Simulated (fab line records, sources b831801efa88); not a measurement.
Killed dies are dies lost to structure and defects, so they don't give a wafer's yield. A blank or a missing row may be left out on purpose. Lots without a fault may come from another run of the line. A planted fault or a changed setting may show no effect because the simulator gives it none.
Which tool did it? | flow sky130 | 12 lots, 36 wafers sampled, at 2 steps of a route of 708

WHAT THE GAUGES READ, wafer by wafer
SKY_METAL2_THK_MEAS_06: measures by xrf.
lot  | measured     | on            | METAL2_ALCU_THK (nm)
L075 | day 34 20:40 | film_metro-02 | 244 242 242
L077 | day 35 13:59 | film_metro-04 | 252 254 251
L079 | day 36 08:19 | film_metro-03 | 251 253 250
L081 | day 36 13:23 | film_metro-04 | 253 249 249
L083 | day 37 07:21 | film_metro-04 | 252 251 246
L085 | day 37 18:38 | film_metro-03 | 242 242 252
L086 | day 38 10:08 | film_metro-03 | 246 251 245
L089 | day 39 02:11 | film_metro-04 | 248 245 249
L091 | day 39 11:53 | film_metro-02 | 244 242 239
L093 | day 40 08:15 | film_metro-03 | 247 250 245
L095 | day 40 12:20 | film_metro-02 | 241 240 242
L097 | day 41 06:16 | film_metro-04 | 250 243 247

WHICH TOOL RAN EACH LOT (tool, then ch and the chambers of the sampled wafers, then the start)
lot  | SKY_VIA1_ETCH_15
L075 | rie_diel-02 ch 0,1,2, day 34 19:06
L077 | rie_diel-03 ch 0,1, day 35 12:25
L079 | rie_diel-03 ch 0,2, day 36 06:36
L081 | rie_diel-03 ch 0,2, day 36 11:40
L083 | rie_diel-02 ch 0,1,3, day 37 05:49
L085 | rie_diel-01 ch 1,2,3, day 37 17:07
L086 | rie_diel-02 ch 0,2,3, day 38 08:29
L089 | rie_diel-03 ch 0,1,3, day 39 00:40
L091 | rie_diel-02 ch 0,1,2, day 39 10:21
L093 | rie_diel-01 ch 1,2,3, day 40 06:15
L095 | rie_diel-01 ch 0,2, day 40 10:47
L097 | rie_diel-02 ch 0,2, day 41 04:29
- SKY_VIA1_ETCH_15: etches SiO2 in C4F8/O2/Ar, stops on TiN, target depth 351 nm, time 54 s.

THE ANSWER, worked out from the rows above alone
Rule: what is usual is taken from the lots themselves. Put in order of their means at a reading, lots are off if they are a third of the lots or fewer, leave a main group of 4 or more, and stand apart from it by a gap of 3 or more times the standard deviation of the main group's means; of several such gaps the widest counts. A main group whose means are all the same, to the digits that the tables above print for the reading, isn't used. A lot without any number at a reading at which 4 lots or more have one is off too. The other lots that the step has rows for count as sound.
No lot is off at any reading shown: from this, nothing can be told.

WHAT THE SIMULATOR HAD PUT IN
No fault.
